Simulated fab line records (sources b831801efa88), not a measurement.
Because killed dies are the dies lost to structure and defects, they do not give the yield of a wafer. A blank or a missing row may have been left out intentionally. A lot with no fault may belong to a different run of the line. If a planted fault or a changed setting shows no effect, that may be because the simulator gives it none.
A struck lot beside a sound one || flow sky130 || 20 out of 708 route steps
Sound: the wafers L582.1, L582.3, L582.5. Struck: wafers L588.3, L588.4, L588.6. Last of all comes the cause.
Each step with rows lists, per side, the tool, then ch with its chambers, then its first start. Under that, the readings that differ: sound wafers || struck wafers || difference of the means || sigmas: that difference in standard deviations of wafers without a fault.
alike: readings with means less than 2 such deviations apart, plus words and numbers identical on both sides. not compared: withheld readings, readings lacking a value on some wafer, bounds such as >300 that could conceal the same value, and numbers that have no deviation in the record and whose values overlap.
Wherever a step has rows on one side only, a row that says differs or no value, or a row with sigmas, the two part there. Numbers that have no deviation but don't overlap get no sigmas and don't part them. A reading that every wafer of one side lacks parts them only if that side has two wafers or more.

first, 1 step without rows for these wafers: SKY_RES_XHIGH_IMPLANT_07.
SKY_RES_XHIGH_STRIP_08: strips in O2/N2.
  sound on plasma-asher-04 ch 0,1, day 27 01:25; struck on plasma-asher-02 ch 0,1, day 28 15:44
  alike: drypump-motor-current-A, oes-product-au, strip-time-to-endpoint-s
  not compared: rf-hours-counter-h
SKY_RES_XHIGH_TW_MEAS_09:
  struck on film-metro-01, day 28 15:50; sound on film-metro-03, day 27 01:31
  alike: RES_XHIGH_TW
then, 7 steps without rows for these wafers: SKY_SD_N_DEHYDRATE_00 (time 60 s); SKY_SD_N_HMDS_01 (prime time 60 s); SKY_SD_N_COAT_02 (resist thk 1140 nm); SKY_SD_N_SOFTBAKE_03 (time 60 s); SKY_SD_N_EXPOSE_04 (exposes mask NSDM, target cd 380 nm); SKY_SD_N_PEB_05; SKY_SD_N_DEVELOP_06 (develop time 60 s).
SKY_SD_N_CD_MEAS_07: the cd target is 380 nm.
  struck on cd-sem-02, day 29 18:18; sound on cd-sem-01, day 28 05:40
  alike: cd-nm
SKY_SD_N_OVL_MEAS_08:
  struck on overlay-01, day 29 18:23; sound on overlay-02, day 28 05:47
  alike: SD_N_OVL
SKY_SD_N_IMPLANT_09:
  sound on implanter-02 ch 0, day 28 05:49; struck on implanter-02 ch 0, day 29 18:28
{"reading": "implant-ion-amu", "sound": "75 75 75", "struck": "31 31 31", "difference": -44, "sigmas": ""}
{"reading": "model.implant.rp-nm (nm)", "sound": "32.95 32.95 32.95", "struck": "60.49 60.49 60.49", "difference": "+27.54", "sigmas": ""}
{"reading": "model.implant.drp-nm (nm)", "sound": "14.11 14.11 14.11", "struck": "25.6 25.6 25.6", "difference": "+11.5", "sigmas": ""}
then, 1 step without rows for these wafers: SKY_SD_N_IMPLANT_10.
SKY_SD_N_STRIP_11: strips in O2/N2.
  sound on plasma-asher-03 ch 0, day 28 06:07; struck on plasma-asher-03 ch 0,1, day 29 18:45
{"reading": "oes-product-au (a.u.)", "sound": "0.525 0.521 0.526", "struck": "0.493 0.492 0.502", "difference": -0.028, "sigmas": -7}
{"reading": "strip-time-to-endpoint-s (s)", "sound": "22.49 22.58 22.59", "struck": "25.10 25.16 25.10", "difference": "+2.57", "sigmas": "+61"}
  alike: drypump-motor-current-A
  not compared: rf-hours-counter-h
SKY_SD_N_TW_MEAS_12:
  struck on film-metro-01, day 29 18:50; sound on film-metro-01, day 28 06:13
{"reading": "SD_N_TW", "sound": "3988 3995 4009", "struck": "4437 4451 4422", "difference": "+439", "sigmas": "+9"}
then, 1 step without rows for these wafers: SKY_SD_N_CLEAN_13 (cleans in SC1/SC2, time 150 s).
SKY_SD_N_RTA_14: time 2 s.
  sound on rtp-anneal-02 ch 0, day 28 06:20; struck on rtp-anneal-02 ch 0, day 29 18:56
  alike: lamp-power-pct, wafer_temp_C_max
SKY_SD_N_RS_MEAS_16: the measuring method here is four-point-probe.
  struck on film-metro-03, day 29 19:08; sound on film-metro-04, day 28 06:33
{"reading": "SD_N_RS (ohm/sq)", "sound": "68.52 68.28 68.31", "struck": "30.48 30.53 30.58", "difference": -37.84, "sigmas": "-99 or more"}
SKY_SD_N_RS_MEAS_17: the measuring method here is four-point-probe.
  struck on film-metro-03, day 29 19:16; sound on film-metro-04, day 28 06:40
  alike: SD_P_RS

## WHERE THEY PART
First at SKY_SD_N_STRIP_11; last, within this record, at SKY_SD_N_RS_MEAS_16. Later steps at which nothing parts them and some readings are alike: SKY_SD_N_RS_MEAS_17.

WHY: what the simulator had put in
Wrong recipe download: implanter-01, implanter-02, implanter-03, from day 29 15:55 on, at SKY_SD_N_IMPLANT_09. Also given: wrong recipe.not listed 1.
